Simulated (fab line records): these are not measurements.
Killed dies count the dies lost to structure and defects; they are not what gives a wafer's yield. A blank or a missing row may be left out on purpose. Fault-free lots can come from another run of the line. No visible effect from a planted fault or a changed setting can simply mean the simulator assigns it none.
Which tool did it? + flow sky130 + 11 lots, 33 wafers sampled, at 3 steps of a route of 708

WHAT EACH GAUGE READ, for each wafer
SKY_VIA1_THK_MEAS_01. Usual: VIA1_HDPCVD_THK gives 1036 nm (standard deviation 12).
| lot  | measured     | on            | VIA1_HDPCVD_THK (nm) | flag |
|------|--------------|---------------|----------------------|------|
| L180 | day 32 15:40 | film_metro-01 | 1037 1018 1012       |      |
| L181 | day 33 11:55 | film_metro-02 | 1025 1024 1032       |      |
| L183 | day 33 20:58 | film_metro-01 | 1048 1047 1047       |      |
| L185 | day 34 09:19 | film_metro-04 | 1011 1006 1034       |      |
| L184 | day 34 19:46 | film_metro-01 | 1039 1048 1029       |      |
| L191 | day 36 22:59 | film_metro-01 | 1571 1573 1036       | OFF  |
| L193 | day 37 08:08 | film_metro-01 | 1050 1557 1563       | OFF  |
| L197 | day 38 07:46 | film_metro-01 | 1039 1036 1034       |      |
| L200 | day 38 22:03 | film_metro-04 | 1053 1031 1024       |      |
| L201 | day 39 03:31 | film_metro-01 | 1032 1048 1057       |      |
| L203 | day 40 07:28 | film_metro-02 | 1033 1039 1041       |      |

TOOL THAT RAN EACH LOT (tool first, then ch and the chambers of the sampled wafers, then the start)
| lot  | SKY_METAL1_DESCUM_17              | SKY_VIA1_HDPCVD_00               |
|------|-----------------------------------|----------------------------------|
| L180 | rie_metal-01 ch 0, day 32 14:35   | hdpcvd-01 ch 0,2, day 32 15:34   |
| L181 | rie_metal-04 ch 0,1, day 33 11:01 | hdpcvd-02 ch 0,1,2, day 33 11:48 |
| L183 | rie_metal-01 ch 0,1, day 33 20:03 | hdpcvd-01 ch 0,1,2, day 33 20:50 |
| L185 | rie_metal-01 ch 0,1, day 34 08:25 | hdpcvd-02 ch 0,1,2, day 34 09:12 |
| L184 | rie_metal-01 ch 0,1, day 34 18:52 | hdpcvd-01 ch 0,2, day 34 19:39   |
| L191 | rie_metal-03 ch 0,1, day 36 22:05 | hdpcvd-01 ch 0,2, day 36 22:52   |
| L193 | rie_metal-04 ch 0,1, day 37 07:14 | hdpcvd-01 ch 0,1, day 37 08:01   |
| L197 | rie_metal-01 ch 0,1, day 38 06:52 | hdpcvd-02 ch 0,1,2, day 38 07:39 |
| L200 | rie_metal-03 ch 1, day 38 20:56   | hdpcvd-02 ch 0,1, day 38 21:55   |
| L201 | rie_metal-04 ch 0,1, day 39 02:34 | hdpcvd-02 ch 1,2, day 39 03:24   |
| L203 | rie_metal-03 ch 0,1, day 40 06:32 | hdpcvd-02 ch 0,1, day 40 07:21   |
- SKY_METAL1_DESCUM_17: chemistry O2, time 8 s.
- SKY_VIA1_HDPCVD_00: deposits SiO2, target thk 1030 nm, time 171.7 s.

AS READ BY THE TOOLS THEMSELVES (means over the sampled wafers that have a number; for cases with no such wafer, the mark the record gives instead)
SKY_METAL1_DESCUM_17. Usual: drypump_motor_current_A 5.7 A, standard deviation 0.37; oes_product_au 0.998 a.u., standard deviation 0.0088; temp_c 40.00 C, standard deviation 0.11.
| lot  | tool         | drypump_motor_current_A (A) | oes_product_au (a.u.) | temp_c (C) | flag |
|------|--------------|-----------------------------|-----------------------|------------|------|
| L180 | rie_metal-01 | 5.8                         | 1.011                 | 39.99      |      |
| L181 | rie_metal-04 | 5.5                         | 1.001                 | 40.03      |      |
| L183 | rie_metal-01 | 5.5                         | 0.998                 | 40.10      |      |
| L185 | rie_metal-01 | 5.5                         | 0.999                 | 39.99      |      |
| L184 | rie_metal-01 | 5.6                         | 1.001                 | 39.91      |      |
| L191 | rie_metal-03 | 6.0                         | 0.996                 | 40.00      |      |
| L193 | rie_metal-04 | 5.9                         | 1.001                 | 40.05      |      |
| L197 | rie_metal-01 | 5.6                         | 1.003                 | 40.04      |      |
| L200 | rie_metal-03 | 5.9                         | 0.988                 | 39.93      |      |
| L201 | rie_metal-04 | 5.8                         | 0.995                 | 40.05      |      |
| L203 | rie_metal-03 | 6.0                         | 0.995                 | 40.06      |      |

SKY_VIA1_HDPCVD_00. Usual: pressure_mtorr 6.000 mTorr, standard deviation 0.012; sih4_flow_sccm 59.98 sccm, standard deviation 0.17.
| lot  | tool      | pressure_mtorr (mTorr) | sih4_flow_sccm (sccm) | flag |
|------|-----------|------------------------|-----------------------|------|
| L180 | hdpcvd-01 | 6.009                  | 60.16                 |      |
| L181 | hdpcvd-02 | 6.001                  | 59.94                 |      |
| L183 | hdpcvd-01 | 5.990                  | 60.02                 |      |
| L185 | hdpcvd-02 | 6.004                  | 59.77                 |      |
| L184 | hdpcvd-01 | 6.007                  | 59.84                 |      |
| L191 | hdpcvd-01 | 6.000                  | 79.92                 | OFF  |
| L193 | hdpcvd-01 | 5.994                  | 80.16                 | OFF  |
| L197 | hdpcvd-02 | 5.990                  | 59.98                 |      |
| L200 | hdpcvd-02 | 6.011                  | 60.09                 |      |
| L201 | hdpcvd-02 | 5.999                  | 60.15                 |      |
| L203 | hdpcvd-02 | 6.006                  | 60.09                 |      |

THE ANSWER, worked out from the rows above alone
Rule: take the mean of a lot's wafers that have a number; if it is more than 3 standard deviations from the usual mean, the lot is off. A lot without any number at a reading at which 4 lots or more have one is off too. The other lots that the step has rows for count as sound. The gauges are gone through in route order, then the tools' own readings, and for those a lot's mean is taken as printed above. The first step at which some lot is off is used, and at that step the reading that is off furthest; a lot without a number counts as furthest.
Off: L191, L193, seen at SKY_VIA1_THK_MEAS_01 (VIA1_HDPCVD_THK).
If a tool, at a process step before that reading, ran all the lots that are off and no sound lot after the first of them, it fits. Not tried: the gauges at SKY_VIA1_THK_MEAS_01; whatever is off there is also off at SKY_VIA1_HDPCVD_00, on other tools, and gauge error can't account for it. One fits: hdpcvd-01 at SKY_VIA1_HDPCVD_00. A fault onset in the window from L184 (day 34 19:39, its last sound lot) to L191 (day 36 22:52, its first lot off) fits.
The tool's own readings at SKY_VIA1_HDPCVD_00 bear it out: on the lots that are off they differ by more than 5 times the standard deviation of the sound lots' means. sih4_flow_sccm reads 80.04 sccm there against 60.00 sccm on the sound lots.

WHAT THE SIMULATOR HAD PUT IN
hdpcvd-01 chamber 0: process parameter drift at SKY_VIA1_HDPCVD_00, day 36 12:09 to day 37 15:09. Setting sih4_flow_sccm shifted by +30 from 60. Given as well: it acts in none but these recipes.
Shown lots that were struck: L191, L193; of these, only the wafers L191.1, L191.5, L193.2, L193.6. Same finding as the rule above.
